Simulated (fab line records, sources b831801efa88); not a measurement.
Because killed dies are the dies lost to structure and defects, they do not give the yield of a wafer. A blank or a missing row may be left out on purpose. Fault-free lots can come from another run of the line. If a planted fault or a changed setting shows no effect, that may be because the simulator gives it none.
Code-filled problem report in 8D (eight disciplines) form + flow sky130 + the parts of the form that need people (team, actions taken, sign-off) are left out

1. THE ISSUE
At SKY_GATE_OXIDE_OXIDATION_16, tube center temp C averages 805 C over 6 wafers from 2 lots, while fault-free wafers read 800 C, standard deviation 0.071. That puts it +70 standard deviations away from the usual mean.
The step: stabilise 600 s, purge 300 s, target thk 3.57 nm.
The first sign was on wafer L500.1 at day 19 09:32, on furnace-02. The record holds 18 wafers of 6 lots with a number at this step. The rule behind "out" and "out of limits": a value lying over 4 standard deviations away from the usual mean. Any other wafer with a number is counted as sound.

2. WHAT IT IS, WHAT IT ISN'T
| question                    | is                                                                              | is not                                                                   |
|-----------------------------|---------------------------------------------------------------------------------|--------------------------------------------------------------------------|
| which readings at this step | tube center temp C, spike tc bottom C, spike tc lower C, tube_center_temp_C_max | -                                                                        |
| which lots                  | L500, L503                                                                      | L486, L487, L501, L507                                                   |
| which wafers of those lots  | all that have a number                                                          | -                                                                        |
| read on which tools         | furnace-02                                                                      | furnace-01                                                               |
| when                        | from day 19 09:32                                                               | up to then (6 sound wafers); but 6 sound wafers of L501, L507 came after |

3. WHAT RULES OUT EACH SUSPECT
Counting: a tool stays on the suspect list if, at a process step up to the reading, it processed all lots that are out and no sound lot following the first of them.
- plasma asher-03 at SKY_GATE_OXIDE_STRIP_13 (strips in O2/N2): ruled out as a lasting fault. The sound lots L501, L507 went through it after L500, its earliest lot that is out (day 19 09:19).
- furnace-02 at SKY_GATE_OXIDE_OXIDATION_16 (stabilise 600 s, purge 300 s, target thk 3.57 nm): kept. It ran every lot that is out, first L500 (day 19 09:32), and no sound lot after that; its last sound lot up to then is L486 (day 14 06:59). On those wafers its own readings are out: spike tc bottom C, spike tc lower C, tube center temp C, tube_center_temp_C_max.
Left after counting: furnace-02 at SKY_GATE_OXIDE_OXIDATION_16.

4. THE CAUSE (what the simulator had put in)
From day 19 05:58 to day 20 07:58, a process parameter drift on furnace-02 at SKY_GATE_OXIDE_OXIDATION_16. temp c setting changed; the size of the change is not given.
The count eliminated every tool but this one.

5. THE EFFECT CHAIN, in route order
One row per reading whose mean, taken over the struck wafers that have a number, lies over 3 standard deviations from the usual. Scope: only readings with a usual standard deviation given in the record; hours: median across lots of the time from each lot's start at the first step in this table that gives one to its start at this step; sigmas: change in usual standard deviations.
| hours | step                        | reading                | usual   | on struck wafers | change | sigmas |
|-------|-----------------------------|------------------------|---------|------------------|--------|--------|
| 0     | SKY_GATE_OXIDE_OXIDATION_16 | spike tc bottom C      | 816.1 C | 822.5            | +6.4   | +4.9   |
| 0     | SKY_GATE_OXIDE_OXIDATION_16 | spike tc centre C      | 800.6 C | 805.6            | +5.0   | +5.0   |
| 0     | SKY_GATE_OXIDE_OXIDATION_16 | spike tc lower C       | 800.2 C | 805.7            | +5.5   | +5.6   |
| 0     | SKY_GATE_OXIDE_OXIDATION_16 | spike tc top C         | 813.4 C | 817.4            | +4.0   | +3.3   |
| 0     | SKY_GATE_OXIDE_OXIDATION_16 | spike tc upper C       | 800.0 C | 804.5            | +4.5   | +4.5   |
| 0     | SKY_GATE_OXIDE_OXIDATION_16 | tube center temp C     | 800 C   | 805              | +5     | +70    |
| 0     | SKY_GATE_OXIDE_OXIDATION_16 | tube_center_temp_C_max | 802.03  | 806.99           | +4.96  | +17    |
It contains these process steps:
- SKY_GATE_OXIDE_OXIDATION_16: stabilise 600 s, purge 300 s, target thk 3.57 nm.

6. HOW IT WOULD HAVE BEEN CAUGHT EARLIER
4 hours passed between the start of the fault at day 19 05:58 and the first reading out of limits in this record, taken at day 19 09:32.
